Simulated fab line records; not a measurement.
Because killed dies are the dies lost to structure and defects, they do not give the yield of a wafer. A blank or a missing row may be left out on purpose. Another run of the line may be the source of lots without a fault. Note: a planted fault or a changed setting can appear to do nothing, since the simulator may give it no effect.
A struck lot beside a sound one :: flow gf180mcu :: 17 out of 602 route steps
Sound: wafers L596.1, L596.2, L596.6. Wafers L608.1, L608.5, L608.6 were the ones struck. The cause is named last.
At each step with rows: each side's tool, then ch and its chambers, then its first start. Under that, the readings that differ: sound wafers :: struck wafers :: difference of the means :: sigmas: that difference in standard deviations of wafers without a fault.
alike: same words and numbers on both sides, and readings whose means sit less than 2 such deviations apart. not compared: any withheld reading, any reading some wafer has no value for, any bound like >300 that may hide the same value, and any number with overlapping values for which the record gives no deviation.
The two part at a step that has a row with sigmas, a row that says differs or no value, or rows on one side only. Numbers that don't overlap but have no deviation are shown without sigmas and don't part them. A reading missing from all wafers of one side parts the sides only when that side holds two or more wafers.

first, 2 steps without rows for these wafers: GF_HV_LDD_PEB_44; GF_HV_LDD_DEVELOP_45 (develop time 60 s).
GF_HV_LDD_CD_MEAS_46 targets a cd of 400 nm.
  sound: cd sem-02 at day 12 16:26; struck: cd sem-02 at day 16 18:43
  alike: cd nm
GF_HV_LDD_OVL_MEAS_47:
  sound: overlay-01 at day 12 16:33; struck: overlay-01 at day 16 18:50
  alike: HV_LDD_03_OVL
next, for these wafers, 1 step has no rows: GF_HV_LDD_IMPLANT_48.
GF_HV_LDD_STRIP_49: strips in O2/N2.
  sound on plasma asher-01 ch 0,1, day 12 16:44; struck on plasma asher-01 ch 0,1, day 16 19:02
  alike: drypump motor current A, heater power w, oes product au, strip time to endpoint s
  not compared: rf hours counter h
GF_HV_LDD_TW_MEAS_50:
  sound: film metro-01 at day 12 16:50; struck: film metro-01 at day 16 19:08
  alike: HV_LDD_4_TW
then, 1 step without rows for these wafers: GF_HV_LDD_CLEAN_51 (cleans in SC1/SC2, time 150 s).
GF_HV_LDD_RTA_52: time 10 s.
  sound on rtp anneal-02 ch 0, day 12 16:57; struck on rtp anneal-02 ch 0, day 16 19:14
  alike: lamp power pct, wafer_temp_C_max
GF_HV_LDD_RS_MEAS_53: a four-point-probe measurement.
  sound: film metro-02 at day 12 17:01; struck: film metro-02 at day 16 19:19
  alike: HV_LDD_RS
then, 1 step without rows for these wafers: GF_HV_LDD_CVD_54 (deposits SiO2 from TEOS, target thk 10 nm, time 75 s).
GF_HV_LDD_THK_MEAS_55:
  sound: film metro-02 at day 12 18:09; struck: film metro-02 at day 16 20:27
  alike: HV_LDD_CVD_54_THK
GF_HV_LDD_CVD_56: deposits Si3N4 from DCS/NH3, target thk 90 nm, time 1543 s.
  sound on lpcvd-02 ch 1, day 12 19:35; struck on lpcvd-02 ch 0, day 16 20:31
reading: model.Si3N4_of_HV_LDD_CVD_56.thk nm (nm)
sound: 89.82 89.74 90.06
struck: 97.47 96.88 96.8
difference: +7.18
sigmas: 
  alike: zone power top pct, zone power upper pct
GF_HV_LDD_THK_MEAS_57:
  sound: film metro-04 at day 12 21:01; struck: film metro-04 at day 16 21:56
reading: HV_LDD_CVD_56_THK (nm)
sound: 89.9 89.8 90.0
struck: 97.5 96.8 96.8
difference: +7.1
sigmas: +9
GF_HV_LDD_ETCHBACK_58: etches Si3N4 in CH3F/O2, stops on SiO2, time 100 s, target depth 90 nm.
  sound on rie diel-04 ch 0,2, day 12 21:05; struck on rie diel-02 ch 0,2,3, day 16 22:00
reading: oes product au (a.u.)
sound: 0.842 0.833 0.842
struck: 0.879 0.878 0.880
difference: +0.040
sigmas: +7

reading: model.etch.depth nm (nm)
sound: 89.82 89.74 90.06
struck: 97.47 96.88 96.8
difference: +7.18
sigmas: 
  alike: drypump motor current A, throttle valve pct
  not compared: rf hours counter h
then, 1 step without rows for these wafers: GF_NSD_DEHYDRATE_00 (time 60 s).
-- the record jumps here: 16 days lie between the struck wafers' starts before and after (it left off in module NSD and takes up again in module PASSIVATION, whose first step shown is number 602 of the route) --
GF_PASSIVATION_PROBE_99:
  only the struck wafers here have rows in the record (prober-02, day 32 18:52); the sound ones have none

WHERE THEY PART
At GF_HV_LDD_THK_MEAS_57 first; at GF_PASSIVATION_PROBE_99 last (within this record only).

WHY: the cause the simulator had injected
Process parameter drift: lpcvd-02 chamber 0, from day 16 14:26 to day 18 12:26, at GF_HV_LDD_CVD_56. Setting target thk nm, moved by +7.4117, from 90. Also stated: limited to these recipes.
